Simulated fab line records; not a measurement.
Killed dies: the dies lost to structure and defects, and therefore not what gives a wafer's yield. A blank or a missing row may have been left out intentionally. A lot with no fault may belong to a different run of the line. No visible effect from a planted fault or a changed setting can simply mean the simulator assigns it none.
Which tool is to blame? -- flow sky130 -- 11 lots with 33 wafers sampled at 6 steps, on a route of 708 steps

## WHAT EACH GAUGE READ, for each wafer
SKY_LDD_HVP_OVL_MEAS_07. Usual: LDD_HVP_OVL 0.1 nm, standard deviation 1.5.
lot,measured,on,LDD_HVP_OVL (nm),flag
L494,day 21 16:51,overlay-01,-3.0 -2.7 0.2,
L496,day 22 07:54,overlay-02,0.7 -1.7 1.4,
L499,day 22 21:36,overlay-01,1.6 1.0 -0.2,
L500,day 23 16:48,overlay-01,-0.6 -1.0 -2.1,
L502,day 24 07:48,overlay-02,1.4 0.6 2.8,
L503,day 24 20:52,overlay-01,-2.0 -1.4 -1.8,
L512,day 27 20:11,overlay-02,2.2 1.5 1.3,
L514,day 28 21:11,overlay-02,1.2 -0.9 1.1,
L515,day 29 01:04,overlay-02,2.0 3.3 2.4,
L516,day 29 08:43,overlay-01,-1.4 0.5 -2.6,
L517,day 29 15:37,overlay-01,-1.7 1.2 -0.5,

SKY_SD_N_CD_MEAS_07: target cd 380 nm. Usual: cd_nm reads 380.3 nm (standard deviation 2.7).
lot,measured,on,cd_nm (nm),flag
L494,day 28 00:52,cd_sem-01,379.7 376.8 380.7,
L496,day 28 16:37,cd_sem-02,378.3 378.7 378.6,
L499,day 29 03:03,cd_sem-02,380.4 380.5 379.6,
L500,day 29 19:30,cd_sem-02,378.8 380.5 379.5,
L502,day 30 10:56,cd_sem-02,382.8 380.5 381.2,
L503,day 30 18:08,cd_sem-01,379.5 378.6 379.9,
L512,day 33 11:49,cd_sem-02,378.9 378.9 380.0,
L514,day 34 12:51,cd_sem-02,379.6 380.7 377.8,
L515,day 34 14:32,cd_sem-01,378.2 379.7 382.0,
L516,day 35 00:38,cd_sem-02,384.3 381.6 383.2,
L517,day 35 12:16,cd_sem-02,380.3 380.0 379.3,

SKY_SD_N_RS_MEAS_16: uses a four-point probe to measure. Usual: SD_N_RS 68.52 ohm/sq, standard deviation 0.17.
lot,measured,on,SD_N_RS (ohm/sq),flag
L494,day 28 01:43,film_metro-04,68.40 68.58 68.53,
L496,day 28 17:28,film_metro-02,68.37 68.36 68.36,
L499,day 29 03:54,film_metro-04,68.69 68.53 68.58,
L500,day 29 20:22,film_metro-03,59.71 59.79 59.72,OFF
L502,day 30 11:50,film_metro-04,59.78 59.77 59.72,OFF
L503,day 30 18:59,film_metro-04,68.46 68.57 68.57,
L512,day 33 12:40,film_metro-04,68.61 68.70 68.86,
L514,day 34 13:59,film_metro-02,68.44 68.31 68.36,
L515,day 34 15:23,film_metro-02,68.45 68.07 68.37,
L516,day 35 01:29,film_metro-04,68.71 68.59 68.65,
L517,day 35 13:07,film_metro-04,68.65 68.70 68.63,

SKY_SD_N_RS_MEAS_17: uses a four-point probe to measure. Usual: SD_P_RS 147.0 ohm/sq, standard deviation 0.47.
lot,measured,on,SD_P_RS (ohm/sq),flag
L494,day 28 01:50,film_metro-04,146.8 147.1 146.8,
L496,day 28 17:35,film_metro-02,146.7 146.7 147.0,
L499,day 29 04:01,film_metro-04,146.9 146.8 146.9,
L500,day 29 20:29,film_metro-03,104.5 104.5 104.7,OFF
L502,day 30 11:57,film_metro-04,104.8 104.4 104.8,OFF
L503,day 30 19:06,film_metro-04,147.3 147.0 146.7,
L512,day 33 12:47,film_metro-04,147.6 147.6 147.7,
L514,day 34 14:07,film_metro-02,146.6 146.1 146.0,
L515,day 34 15:30,film_metro-02,146.5 146.5 146.8,
L516,day 35 01:36,film_metro-04,147.0 147.4 147.0,
L517,day 35 13:14,film_metro-04,147.4 147.2 147.9,

SKY_SD_N_RS_MEAS_18: uses a four-point probe to measure. Usual: RES_XHIGH_RS 333.2 ohm/sq, standard deviation 1.5.
lot,measured,on,RES_XHIGH_RS (ohm/sq),flag
L494,day 28 01:57,film_metro-04,333.8 334.1 333.6,
L496,day 28 17:42,film_metro-02,332.6 332.5 332.8,
L499,day 29 04:08,film_metro-04,332.3 332.9 333.4,
L500,day 29 20:37,film_metro-03,329.0 328.7 328.7,
L502,day 30 12:04,film_metro-04,328.8 328.9 329.3,
L503,day 30 19:13,film_metro-04,332.3 333.5 331.7,
L512,day 33 12:54,film_metro-04,335.1 334.5 334.3,
L514,day 34 14:14,film_metro-02,331.2 330.9 331.9,
L515,day 34 15:37,film_metro-02,332.3 332.7 330.9,
L516,day 35 01:43,film_metro-04,333.7 334.7 333.7,
L517,day 35 13:22,film_metro-04,332.8 333.9 333.9,

## TOOL THAT RAN EACH LOT (tool first, then ch and the chambers of the sampled wafers, then the start)
lot,SKY_SD_N_RTA_14
L494,"rtp_anneal-02 ch 0, day 28 01:32"
L496,"rtp_anneal-02 ch 0, day 28 17:17"
L499,"rtp_anneal-02 ch 0, day 29 03:43"
L500,"rtp_anneal-02 ch 0, day 29 20:11"
L502,"rtp_anneal-02 ch 0, day 30 11:36"
L503,"rtp_anneal-01 ch 0, day 30 18:47"
L512,"rtp_anneal-02 ch 0, day 33 12:29"
L514,"rtp_anneal-02 ch 0, day 34 13:49"
L515,"rtp_anneal-01 ch 0, day 34 15:11"
L516,"rtp_anneal-02 ch 0, day 35 01:17"
L517,"rtp_anneal-02 ch 0, day 35 12:56"
- SKY_SD_N_RTA_14: time 2 s.

## AS READ BY THE TOOLS THEMSELVES (means over the sampled wafers that have a number; for cases with no such wafer, the mark the record gives instead)
SKY_SD_N_RTA_14. Usual: lamp_power_pct 15.73 %, standard deviation 0.055; wafer_temp_C_max 1078.0, standard deviation 1.2.
lot,tool,lamp_power_pct (%),wafer_temp_C_max,flag
L494,rtp_anneal-02,15.76,1077.0,
L496,rtp_anneal-02,15.72,1079.0,
L499,rtp_anneal-02,15.66,1076.7,
L500,rtp_anneal-02,16.75,1127.6,OFF
L502,rtp_anneal-02,16.78,1126.6,OFF
L503,rtp_anneal-01,15.77,1078.6,
L512,rtp_anneal-02,15.82,1077.9,
L514,rtp_anneal-02,15.72,1077.7,
L515,rtp_anneal-01,15.73,1077.6,
L516,rtp_anneal-02,15.77,1077.7,
L517,rtp_anneal-02,15.72,1077.7,

## THE ANSWER, worked out from the rows above alone
Rule: lot off if the mean of its wafers having a number is beyond 3 standard deviations from the usual mean. Also off: a lot with no number at a reading for which 4 or more lots have one. The other lots that the step has rows for count as sound. After the gauges, taken in route order, come the tools' own readings; for these a lot's mean is taken, as printed above. At the first step where some lot is off, the reading lying furthest off is the one used; lots without a number count as furthest.
Off: L500, L502, seen at SKY_SD_N_RS_MEAS_16 (SD_N_RS).
A tool fits if, at a process step before that reading, it ran every lot that is off, and no sound lot after the first of them. The gauges at SKY_SD_N_RS_MEAS_16 aren't tried: what is off there is off at SKY_SD_N_RTA_14 too, on other tools, and a gauge's error can't cause that. No candidate that was tried fits.

## WHAT HAD BEEN PUT IN BY THE SIMULATOR
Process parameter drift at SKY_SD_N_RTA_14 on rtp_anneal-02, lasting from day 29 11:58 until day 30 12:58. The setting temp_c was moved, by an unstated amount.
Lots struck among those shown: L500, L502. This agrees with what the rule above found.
